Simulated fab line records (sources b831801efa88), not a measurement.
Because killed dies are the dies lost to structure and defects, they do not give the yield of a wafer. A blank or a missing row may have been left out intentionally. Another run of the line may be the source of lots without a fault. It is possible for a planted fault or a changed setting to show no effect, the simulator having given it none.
2 desks looking at one fault ; flow sky130 ; every desk sees just its own numbers, and what lay behind them comes last

== AT THE METROLOGY DESK ==
What the gauges read, lot by lot, whatever tool the lot ran on: means of the sampled wafers that have a number. The brackets show how far a lot's mean lies from the usual mean; more than 4 standard deviations puts the lot out of limits, marked OUT.
Columns: A = PWDE_RS at SKY_NWELL_RS_MEAS_31, usual 5275 ohm/sq; B = VT_ADJUST_HVTP_TW at SKY_VT_ADJUST_HVTP_TW_MEAS_11, usual 1345
lot;first seen here;A;B
L421;day 5 09:55;5278;1349
L423;day 5 19:37;5301;1349
L426;day 6 14:28;5264;1343
L427;day 6 22:03;5249;1327
L428;day 7 09:05;5301;1348
L430;day 7 12:55;5291;1360
L431;day 7 19:04;5288;1318
L432;day 8 04:47;5249;1320
L433;day 8 13:02;5243;1352
L435;day 9 04:58;5290;1342
L436;day 9 09:52;5240;1364
L440;day 10 07:37;5261;1341
L443;day 11 01:26;5234;30 (-82) OUT
L444;day 11 06:41;5274;30 (-82) OUT
This desk's result: L443, L444 out of limits, first on L443 (VT_ADJUST_HVTP_TW at SKY_VT_ADJUST_HVTP_TW_MEAS_11), day 12 00:53. In limits: L421, L423, L426, L427, L428, L430, L431, L432, L433, L435, L436, L440.

== DESK OF THE TOOL OWNER: plasma_asher-02 ==
The tool's own readings at SKY_NWELL_STRIP_25 (strips in O2/N2): means of the sampled wafers that have a number, for each lot that ran on this tool. The brackets show how far a lot's mean lies from the usual mean; more than 4 standard deviations puts the lot out of limits, marked OUT.
Columns: A = chamber_pressure_mTorr at SKY_NWELL_STRIP_25, usual 1499.9 mTorr; B = drypump_motor_current_A at SKY_NWELL_STRIP_25, usual 5.7 A; C = n2_flow_sccm at SKY_NWELL_STRIP_25, usual 299.9 sccm; D = oes_product_au at SKY_NWELL_STRIP_25, usual 0.722 a.u.; E = strip_time_to_endpoint_s at SKY_NWELL_STRIP_25, usual 36.90 s
lot;first seen here;A;B;C;D;E
L421;day 5 09:22;1500.1;6.0;300.0;0.723;36.97
L423;day 5 19:04;1499.7;6.0;299.5;0.722;36.99
L431;day 7 18:30;1500.2;5.6;300.7;0.719;36.88
Result from this desk: across the 3 lots, nothing is out of limits.

== PUT TOGETHER ==
Metrology desk: alarm possible at day 12 00:53 on L443, L444.
The desk of the tool owner found nothing out of limits.
The tool owner's desk has no number on record for L443, L444.
SKY_NWELL_STRIP_25 was run on plasma_asher-02 by each of the lots named.

== WHAT WAS PUT IN BY THE SIMULATOR ==
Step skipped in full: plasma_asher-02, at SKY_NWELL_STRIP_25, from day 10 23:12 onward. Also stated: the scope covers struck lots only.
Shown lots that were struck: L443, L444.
Delay in hours, fault start to first out-of-limits reading, per desk: metrology desk 26.
